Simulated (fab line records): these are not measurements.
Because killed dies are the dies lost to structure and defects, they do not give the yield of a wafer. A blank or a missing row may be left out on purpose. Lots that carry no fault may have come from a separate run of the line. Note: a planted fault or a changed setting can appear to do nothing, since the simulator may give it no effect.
Which tool did it? || flow gf180mcu || 24 lots, 72 wafers sampled, at 5 steps of a route of 602

== WHAT THE GAUGES SHOWED, per wafer ==
GF_HV_LDD_CD_MEAS_46: target cd 400 nm. Usual: cd nm reads 399.8 nm (standard deviation 2.4).
{"lot": "L074", "measured": "day 12 04:16", "on": "cd sem-02", "cd nm (nm)": "399.5 399.0 398.9", "flag": ""}
{"lot": "L075", "measured": "day 12 11:47", "on": "cd sem-01", "cd nm (nm)": "396.0 395.5 394.8", "flag": ""}
{"lot": "L076", "measured": "day 12 20:32", "on": "cd sem-01", "cd nm (nm)": "400.2 400.9 401.2", "flag": ""}
{"lot": "L077", "measured": "day 13 09:01", "on": "cd sem-01", "cd nm (nm)": "403.4 401.9 404.5", "flag": ""}
{"lot": "L078", "measured": "day 13 18:28", "on": "cd sem-02", "cd nm (nm)": "401.2 401.3 402.5", "flag": ""}
{"lot": "L079", "measured": "day 14 06:46", "on": "cd sem-02", "cd nm (nm)": "405.5 406.1 405.6", "flag": ""}
{"lot": "L080", "measured": "day 14 13:55", "on": "cd sem-01", "cd nm (nm)": "399.0 402.2 399.5", "flag": ""}
{"lot": "L081", "measured": "day 14 19:23", "on": "cd sem-01", "cd nm (nm)": "396.4 400.4 396.6", "flag": ""}
{"lot": "L082", "measured": "day 15 10:31", "on": "cd sem-01", "cd nm (nm)": "399.5 400.1 400.0", "flag": ""}
{"lot": "L083", "measured": "day 15 18:22", "on": "cd sem-01", "cd nm (nm)": "400.0 400.7 403.1", "flag": ""}
{"lot": "L084", "measured": "day 15 21:59", "on": "cd sem-01", "cd nm (nm)": "399.6 399.4 397.8", "flag": ""}
{"lot": "L085", "measured": "day 16 01:10", "on": "cd sem-02", "cd nm (nm)": "401.1 400.9 396.6", "flag": ""}
{"lot": "L086", "measured": "day 16 09:25", "on": "cd sem-01", "cd nm (nm)": "402.4 402.5 402.5", "flag": ""}
{"lot": "L087", "measured": "day 16 17:08", "on": "cd sem-02", "cd nm (nm)": "395.6 397.1 396.8", "flag": ""}
{"lot": "L088", "measured": "day 17 04:29", "on": "cd sem-01", "cd nm (nm)": "400.6 399.1 401.2", "flag": ""}
{"lot": "L089", "measured": "day 17 10:24", "on": "cd sem-02", "cd nm (nm)": "399.6 400.5 402.8", "flag": ""}
{"lot": "L090", "measured": "day 17 16:32", "on": "cd sem-02", "cd nm (nm)": "399.6 399.8 398.6", "flag": ""}
{"lot": "L091", "measured": "day 17 23:25", "on": "cd sem-01", "cd nm (nm)": "398.7 400.6 398.2", "flag": ""}
{"lot": "L092", "measured": "day 18 08:46", "on": "cd sem-02", "cd nm (nm)": "400.7 398.5 399.6", "flag": ""}
{"lot": "L093", "measured": "day 18 17:49", "on": "cd sem-02", "cd nm (nm)": "399.4 400.1 398.1", "flag": ""}
{"lot": "L094", "measured": "day 19 00:17", "on": "cd sem-02", "cd nm (nm)": "398.4 399.2 400.0", "flag": ""}
{"lot": "L095", "measured": "day 19 17:02", "on": "cd sem-02", "cd nm (nm)": "402.3 399.9 401.5", "flag": ""}
{"lot": "L096", "measured": "day 19 23:04", "on": "cd sem-01", "cd nm (nm)": "400.0 399.7 399.8", "flag": ""}
{"lot": "L097", "measured": "day 20 04:19", "on": "cd sem-01", "cd nm (nm)": "396.2 395.3 396.0", "flag": ""}

GF_PSD_CD_MEAS_07: target cd 400 nm. Usual: cd nm reads 400.3 nm (standard deviation 1.8).
{"lot": "L074", "measured": "day 13 23:25", "on": "cd sem-02", "cd nm (nm)": "398.8 398.3 401.0", "flag": ""}
{"lot": "L075", "measured": "day 14 09:09", "on": "cd sem-02", "cd nm (nm)": "401.1 399.7 400.6", "flag": ""}
{"lot": "L076", "measured": "day 14 18:46", "on": "cd sem-01", "cd nm (nm)": "400.7 399.4 402.2", "flag": ""}
{"lot": "L077", "measured": "day 15 06:25", "on": "cd sem-02", "cd nm (nm)": "401.2 402.2 401.7", "flag": ""}
{"lot": "L078", "measured": "day 15 15:53", "on": "cd sem-02", "cd nm (nm)": "401.1 399.1 399.3", "flag": ""}
{"lot": "L079", "measured": "day 16 05:35", "on": "cd sem-01", "cd nm (nm)": "402.0 399.6 402.7", "flag": ""}
{"lot": "L080", "measured": "day 16 13:40", "on": "cd sem-01", "cd nm (nm)": "399.6 398.0 398.4", "flag": ""}
{"lot": "L081", "measured": "day 16 20:43", "on": "cd sem-02", "cd nm (nm)": "400.6 402.6 400.9", "flag": ""}
{"lot": "L082", "measured": "day 17 12:47", "on": "cd sem-02", "cd nm (nm)": "399.2 401.3 403.0", "flag": ""}
{"lot": "L083", "measured": "day 17 21:05", "on": "cd sem-02", "cd nm (nm)": "400.8 401.4 400.4", "flag": ""}
{"lot": "L084", "measured": "day 17 21:59", "on": "cd sem-02", "cd nm (nm)": "401.4 399.8 401.6", "flag": ""}
{"lot": "L085", "measured": "day 18 02:25", "on": "cd sem-02", "cd nm (nm)": "395.9 396.0 397.9", "flag": ""}
{"lot": "L086", "measured": "day 18 11:07", "on": "cd sem-01", "cd nm (nm)": "399.0 401.1 398.8", "flag": ""}
{"lot": "L087", "measured": "day 18 19:38", "on": "cd sem-01", "cd nm (nm)": "397.1 397.4 398.7", "flag": ""}
{"lot": "L088", "measured": "day 19 08:25", "on": "cd sem-01", "cd nm (nm)": "397.2 397.5 398.4", "flag": ""}
{"lot": "L089", "measured": "day 19 14:04", "on": "cd sem-02", "cd nm (nm)": "399.7 398.3 399.1", "flag": ""}
{"lot": "L090", "measured": "day 19 20:19", "on": "cd sem-01", "cd nm (nm)": "401.3 400.4 400.4", "flag": ""}
{"lot": "L091", "measured": "day 20 03:34", "on": "cd sem-01", "cd nm (nm)": "403.5 401.3 404.2", "flag": ""}
{"lot": "L092", "measured": "day 20 14:13", "on": "cd sem-01", "cd nm (nm)": "399.5 399.2 402.2", "flag": ""}
{"lot": "L093", "measured": "day 20 22:24", "on": "cd sem-01", "cd nm (nm)": "400.4 397.8 400.3", "flag": ""}
{"lot": "L094", "measured": "day 21 04:17", "on": "cd sem-02", "cd nm (nm)": "403.7 402.1 401.9", "flag": ""}
{"lot": "L095", "measured": "day 21 20:23", "on": "cd sem-02", "cd nm (nm)": "398.4 399.6 397.7", "flag": ""}
{"lot": "L096", "measured": "day 22 02:29", "on": "cd sem-02", "cd nm (nm)": "402.4 402.8 400.1", "flag": ""}
{"lot": "L097", "measured": "day 22 07:37", "on": "cd sem-02", "cd nm (nm)": "402.6 401.6 401.2", "flag": ""}

GF_SALICIDE_RS_MEAS_04: measures by four-point-probe. Usual: for SALICIDE_TIN_RS the level is 16.25 ohm/sq and the standard deviation is 0.28.
{"lot": "L074", "measured": "day 14 21:49", "on": "film metro-01", "SALICIDE_TIN_RS (ohm/sq)": "16.60 16.60 16.57", "flag": ""}
{"lot": "L075", "measured": "day 15 07:26", "on": "film metro-02", "SALICIDE_TIN_RS (ohm/sq)": "16.38 16.37 16.02", "flag": ""}
{"lot": "L076", "measured": "day 15 17:22", "on": "film metro-02", "SALICIDE_TIN_RS (ohm/sq)": "16.09 16.17 16.15", "flag": ""}
{"lot": "L077", "measured": "day 16 05:25", "on": "film metro-01", "SALICIDE_TIN_RS (ohm/sq)": "16.44 15.90 15.86", "flag": ""}
{"lot": "L078", "measured": "day 16 14:32", "on": "film metro-01", "SALICIDE_TIN_RS (ohm/sq)": "16.58 16.52 16.49", "flag": ""}
{"lot": "L079", "measured": "day 17 05:35", "on": "film metro-02", "SALICIDE_TIN_RS (ohm/sq)": "16.49 16.37 16.57", "flag": ""}
{"lot": "L080", "measured": "day 17 13:59", "on": "film metro-02", "SALICIDE_TIN_RS (ohm/sq)": "15.93 15.93 15.87", "flag": ""}
{"lot": "L081", "measured": "day 17 21:31", "on": "film metro-01", "SALICIDE_TIN_RS (ohm/sq)": "16.05 16.13 15.93", "flag": ""}
{"lot": "L082", "measured": "day 18 13:53", "on": "film metro-02", "SALICIDE_TIN_RS (ohm/sq)": "15.79 16.29 15.87", "flag": ""}
{"lot": "L083", "measured": "day 18 22:12", "on": "film metro-02", "SALICIDE_TIN_RS (ohm/sq)": "16.11 16.13 16.41", "flag": ""}
{"lot": "L084", "measured": "day 18 23:27", "on": "film metro-01", "SALICIDE_TIN_RS (ohm/sq)": "15.93 16.09 15.96", "flag": ""}
{"lot": "L085", "measured": "day 19 03:58", "on": "film metro-04", "SALICIDE_TIN_RS (ohm/sq)": "16.04 16.39 16.54", "flag": ""}
{"lot": "L086", "measured": "day 19 12:26", "on": "film metro-01", "SALICIDE_TIN_RS (ohm/sq)": "16.52 16.30 16.20", "flag": ""}
{"lot": "L087", "measured": "day 19 21:43", "on": "film metro-02", "SALICIDE_TIN_RS (ohm/sq)": "15.68 15.63 15.83", "flag": ""}
{"lot": "L088", "measured": "day 20 10:46", "on": "film metro-02", "SALICIDE_TIN_RS (ohm/sq)": "16.60 16.49 16.86", "flag": ""}
{"lot": "L089", "measured": "day 20 15:47", "on": "film metro-02", "SALICIDE_TIN_RS (ohm/sq)": "16.43 16.38 16.70", "flag": ""}
{"lot": "L090", "measured": "day 20 21:57", "on": "film metro-02", "SALICIDE_TIN_RS (ohm/sq)": "16.02 16.38 15.96", "flag": ""}
{"lot": "L091", "measured": "day 21 05:05", "on": "film metro-01", "SALICIDE_TIN_RS (ohm/sq)": "16.31 16.19 16.39", "flag": ""}
{"lot": "L092", "measured": "day 21 14:52", "on": "film metro-01", "SALICIDE_TIN_RS (ohm/sq)": "16.55 16.32 16.42", "flag": ""}
{"lot": "L093", "measured": "day 21 23:13", "on": "film metro-01", "SALICIDE_TIN_RS (ohm/sq)": "16.39 16.38 16.31", "flag": ""}
{"lot": "L094", "measured": "day 22 04:59", "on": "film metro-02", "SALICIDE_TIN_RS (ohm/sq)": "16.62 16.63 16.73", "flag": ""}
{"lot": "L095", "measured": "day 22 21:47", "on": "film metro-02", "SALICIDE_TIN_RS (ohm/sq)": "16.10 16.15 16.12", "flag": ""}
{"lot": "L096", "measured": "day 23 02:58", "on": "film metro-01", "SALICIDE_TIN_RS (ohm/sq)": "16.55 16.01 16.46", "flag": ""}
{"lot": "L097", "measured": "day 23 07:53", "on": "film metro-02", "SALICIDE_TIN_RS (ohm/sq)": "16.64 16.13 16.45", "flag": ""}

GF_M1_THK_MEAS_06: measures by xrf. Usual: for M1_ALCU_THK the level is 455 nm and the standard deviation is 4.4.
{"lot": "L074", "measured": "day 15 22:20", "on": "film metro-04", "M1_ALCU_THK (nm)": "460 457 454", "flag": ""}
{"lot": "L075", "measured": "day 16 08:07", "on": "film metro-04", "M1_ALCU_THK (nm)": "451 454 453", "flag": ""}
{"lot": "L076", "measured": "day 16 17:52", "on": "film metro-04", "M1_ALCU_THK (nm)": "451 447 450", "flag": ""}
{"lot": "L077", "measured": "day 17 06:58", "on": "film metro-03", "M1_ALCU_THK (nm)": "459 457 452", "flag": ""}
{"lot": "L078", "measured": "day 17 16:44", "on": "film metro-04", "M1_ALCU_THK (nm)": "460 461 458", "flag": ""}
{"lot": "L079", "measured": "day 18 07:34", "on": "film metro-02", "M1_ALCU_THK (nm)": "444 448 445", "flag": ""}
{"lot": "L080", "measured": "day 18 17:02", "on": "film metro-02", "M1_ALCU_THK (nm)": "452 451 451", "flag": ""}
{"lot": "L081", "measured": "day 19 00:37", "on": "film metro-03", "M1_ALCU_THK (nm)": "455 457 458", "flag": ""}
{"lot": "L082", "measured": "day 19 17:00", "on": "film metro-02", "M1_ALCU_THK (nm)": "451 458 456", "flag": ""}
{"lot": "L083", "measured": "day 20 01:42", "on": "film metro-03", "M1_ALCU_THK (nm)": "456 459 459", "flag": ""}
{"lot": "L084", "measured": "day 20 02:03", "on": "film metro-02", "M1_ALCU_THK (nm)": "457 448 454", "flag": ""}
{"lot": "L085", "measured": "day 20 07:37", "on": "film metro-04", "M1_ALCU_THK (nm)": "450 455 454", "flag": ""}
{"lot": "L086", "measured": "day 20 15:14", "on": "film metro-02", "M1_ALCU_THK (nm)": "459 461 460", "flag": ""}
{"lot": "L087", "measured": "day 21 00:29", "on": "film metro-04", "M1_ALCU_THK (nm)": "456 451 449", "flag": ""}
{"lot": "L088", "measured": "day 21 13:19", "on": "film metro-04", "M1_ALCU_THK (nm)": "459 457 457", "flag": ""}
{"lot": "L089", "measured": "day 21 18:46", "on": "film metro-04", "M1_ALCU_THK (nm)": "454 456 453", "flag": ""}
{"lot": "L090", "measured": "day 22 00:32", "on": "film metro-04", "M1_ALCU_THK (nm)": "449 450 452", "flag": ""}
{"lot": "L091", "measured": "day 22 07:48", "on": "film metro-04", "M1_ALCU_THK (nm)": "456 457 458", "flag": ""}
{"lot": "L092", "measured": "day 22 17:00", "on": "film metro-03", "M1_ALCU_THK (nm)": "446 451 451", "flag": ""}
{"lot": "L093", "measured": "day 23 02:29", "on": "film metro-03", "M1_ALCU_THK (nm)": "448 460 457", "flag": ""}
{"lot": "L094", "measured": "day 23 06:52", "on": "film metro-04", "M1_ALCU_THK (nm)": "458 455 455", "flag": ""}
{"lot": "L095", "measured": "day 23 23:20", "on": "film metro-03", "M1_ALCU_THK (nm)": "456 449 452", "flag": ""}
{"lot": "L096", "measured": "day 24 04:00", "on": "film metro-04", "M1_ALCU_THK (nm)": "463 466 460", "flag": ""}
{"lot": "L097", "measured": "day 24 09:34", "on": "film metro-02", "M1_ALCU_THK (nm)": "456 454 454", "flag": ""}

== WHICH TOOL RAN EACH LOT (tool, then ch and the chambers of the sampled wafers, then the start) ==
{"lot": "L074", "GF_SAB_STRIP_13": "plasma asher-02 ch 1, day 14 21:35"}
{"lot": "L075", "GF_SAB_STRIP_13": "plasma asher-02 ch 0,1, day 15 07:10"}
{"lot": "L076", "GF_SAB_STRIP_13": "plasma asher-01 ch 0,1, day 15 17:07"}
{"lot": "L077", "GF_SAB_STRIP_13": "plasma asher-03 ch 1, day 16 05:10"}
{"lot": "L078", "GF_SAB_STRIP_13": "plasma asher-01 ch 0,1, day 16 14:17"}
{"lot": "L079", "GF_SAB_STRIP_13": "plasma asher-01 ch 0, day 17 05:19"}
{"lot": "L080", "GF_SAB_STRIP_13": "plasma asher-03 ch 0,1, day 17 13:44"}
{"lot": "L081", "GF_SAB_STRIP_13": "plasma asher-01 ch 0,1, day 17 21:16"}
{"lot": "L082", "GF_SAB_STRIP_13": "plasma asher-01 ch 0,1, day 18 13:38"}
{"lot": "L083", "GF_SAB_STRIP_13": "plasma asher-03 ch 0,1, day 18 21:56"}
{"lot": "L084", "GF_SAB_STRIP_13": "plasma asher-03 ch 0,1, day 18 23:11"}
{"lot": "L085", "GF_SAB_STRIP_13": "plasma asher-02 ch 0,1, day 19 03:43"}
{"lot": "L086", "GF_SAB_STRIP_13": "plasma asher-03 ch 0,1, day 19 12:11"}
{"lot": "L087", "GF_SAB_STRIP_13": "plasma asher-01 ch 0,1, day 19 21:28"}
{"lot": "L088", "GF_SAB_STRIP_13": "plasma asher-03 ch 0,1, day 20 10:29"}
{"lot": "L089", "GF_SAB_STRIP_13": "plasma asher-03 ch 0,1, day 20 15:32"}
{"lot": "L090", "GF_SAB_STRIP_13": "plasma asher-03 ch 0,1, day 20 21:38"}
{"lot": "L091", "GF_SAB_STRIP_13": "plasma asher-03 ch 0,1, day 21 04:49"}
{"lot": "L092", "GF_SAB_STRIP_13": "plasma asher-03 ch 0,1, day 21 14:37"}
{"lot": "L093", "GF_SAB_STRIP_13": "plasma asher-02 ch 0,1, day 21 22:59"}
{"lot": "L094", "GF_SAB_STRIP_13": "plasma asher-01 ch 0,1, day 22 04:43"}
{"lot": "L095", "GF_SAB_STRIP_13": "plasma asher-03 ch 0, day 22 21:29"}
{"lot": "L096", "GF_SAB_STRIP_13": "plasma asher-01 ch 0,1, day 23 02:43"}
{"lot": "L097", "GF_SAB_STRIP_13": "plasma asher-01 ch 0,1, day 23 07:38"}
- GF_SAB_STRIP_13: strips in O2/N2.

== WHAT THE TOOLS THEMSELVES READ (means of the sampled wafers that have a number; where no wafer has one, the mark that the record gives instead) ==
GF_SAB_STRIP_13. Usual: drypump motor current A 5.8 A, standard deviation 0.38; heater power w 350 W, standard deviation 37; oes product au 0.710 a.u., standard deviation 0.0045; strip time to endpoint s 12.61 s, standard deviation 0.031.
{"lot": "L074", "tool": "plasma asher-02", "drypump motor current A (A)": 6.2, "heater power w (W)": 414, "oes product au (a.u.)": 0.707, "strip time to endpoint s (s)": 12.57, "flag": ""}
{"lot": "L075", "tool": "plasma asher-02", "drypump motor current A (A)": 6.1, "heater power w (W)": 391, "oes product au (a.u.)": 0.712, "strip time to endpoint s (s)": 12.59, "flag": ""}
{"lot": "L076", "tool": "plasma asher-01", "drypump motor current A (A)": 5.3, "heater power w (W)": 361, "oes product au (a.u.)": 0.709, "strip time to endpoint s (s)": 12.60, "flag": ""}
{"lot": "L077", "tool": "plasma asher-03", "drypump motor current A (A)": 5.9, "heater power w (W)": 312, "oes product au (a.u.)": 0.710, "strip time to endpoint s (s)": 12.62, "flag": ""}
{"lot": "L078", "tool": "plasma asher-01", "drypump motor current A (A)": 5.3, "heater power w (W)": 361, "oes product au (a.u.)": 0.713, "strip time to endpoint s (s)": 12.59, "flag": ""}
{"lot": "L079", "tool": "plasma asher-01", "drypump motor current A (A)": 5.6, "heater power w (W)": 306, "oes product au (a.u.)": 0.712, "strip time to endpoint s (s)": 12.60, "flag": ""}
{"lot": "L080", "tool": "plasma asher-03", "drypump motor current A (A)": 6.0, "heater power w (W)": 335, "oes product au (a.u.)": 0.714, "strip time to endpoint s (s)": 12.59, "flag": ""}
{"lot": "L081", "tool": "plasma asher-01", "drypump motor current A (A)": 5.3, "heater power w (W)": 357, "oes product au (a.u.)": 0.704, "strip time to endpoint s (s)": 12.63, "flag": ""}
{"lot": "L082", "tool": "plasma asher-01", "drypump motor current A (A)": 5.4, "heater power w (W)": 333, "oes product au (a.u.)": 0.712, "strip time to endpoint s (s)": 12.63, "flag": ""}
{"lot": "L083", "tool": "plasma asher-03", "drypump motor current A (A)": 6.0, "heater power w (W)": 350, "oes product au (a.u.)": 0.710, "strip time to endpoint s (s)": 12.64, "flag": ""}
{"lot": "L084", "tool": "plasma asher-03", "drypump motor current A (A)": 6.0, "heater power w (W)": 347, "oes product au (a.u.)": 0.709, "strip time to endpoint s (s)": 12.62, "flag": ""}
{"lot": "L085", "tool": "plasma asher-02", "drypump motor current A (A)": 6.2, "heater power w (W)": 395, "oes product au (a.u.)": 0.714, "strip time to endpoint s (s)": 12.61, "flag": ""}
{"lot": "L086", "tool": "plasma asher-03", "drypump motor current A (A)": 6.0, "heater power w (W)": 348, "oes product au (a.u.)": 0.711, "strip time to endpoint s (s)": 12.66, "flag": ""}
{"lot": "L087", "tool": "plasma asher-01", "drypump motor current A (A)": 5.3, "heater power w (W)": 357, "oes product au (a.u.)": 0.710, "strip time to endpoint s (s)": 12.62, "flag": ""}
{"lot": "L088", "tool": "plasma asher-03", "drypump motor current A (A)": 6.0, "heater power w (W)": 331, "oes product au (a.u.)": 0.710, "strip time to endpoint s (s)": 12.59, "flag": ""}
{"lot": "L089", "tool": "plasma asher-03", "drypump motor current A (A)": 6.0, "heater power w (W)": 346, "oes product au (a.u.)": 0.712, "strip time to endpoint s (s)": 12.63, "flag": ""}
{"lot": "L090", "tool": "plasma asher-03", "drypump motor current A (A)": 6.0, "heater power w (W)": 350, "oes product au (a.u.)": 0.710, "strip time to endpoint s (s)": 12.59, "flag": ""}
{"lot": "L091", "tool": "plasma asher-03", "drypump motor current A (A)": 6.0, "heater power w (W)": 330, "oes product au (a.u.)": 0.714, "strip time to endpoint s (s)": 12.60, "flag": ""}
{"lot": "L092", "tool": "plasma asher-03", "drypump motor current A (A)": 6.0, "heater power w (W)": 334, "oes product au (a.u.)": 0.707, "strip time to endpoint s (s)": 12.67, "flag": ""}
{"lot": "L093", "tool": "plasma asher-02", "drypump motor current A (A)": 6.2, "heater power w (W)": 397, "oes product au (a.u.)": 0.712, "strip time to endpoint s (s)": 12.61, "flag": ""}
{"lot": "L094", "tool": "plasma asher-01", "drypump motor current A (A)": 5.4, "heater power w (W)": 335, "oes product au (a.u.)": 0.707, "strip time to endpoint s (s)": 12.63, "flag": ""}
{"lot": "L095", "tool": "plasma asher-03", "drypump motor current A (A)": 6.1, "heater power w (W)": 362, "oes product au (a.u.)": 0.705, "strip time to endpoint s (s)": 12.61, "flag": ""}
{"lot": "L096", "tool": "plasma asher-01", "drypump motor current A (A)": 5.4, "heater power w (W)": 334, "oes product au (a.u.)": 0.706, "strip time to endpoint s (s)": 12.60, "flag": ""}
{"lot": "L097", "tool": "plasma asher-01", "drypump motor current A (A)": 5.3, "heater power w (W)": 356, "oes product au (a.u.)": 0.711, "strip time to endpoint s (s)": 12.56, "flag": ""}

== THE ANSWER, worked out from the rows above alone ==
Rule: a lot is off if the mean of its wafers that have a number lies more than 3 standard deviations from the usual mean. A lot without any number at a reading at which 4 lots or more have one is off too. All remaining lots with rows at the step are treated as sound. First the gauges in route order, then the tools' own readings, where a lot's mean is used as printed above. At the first step where some lot is off, the reading lying furthest off is the one used; lots without a number count as furthest.
Across all readings shown, no lot is off: no conclusion can be drawn from this.

== WHAT HAD BEEN PUT IN BY THE SIMULATOR ==
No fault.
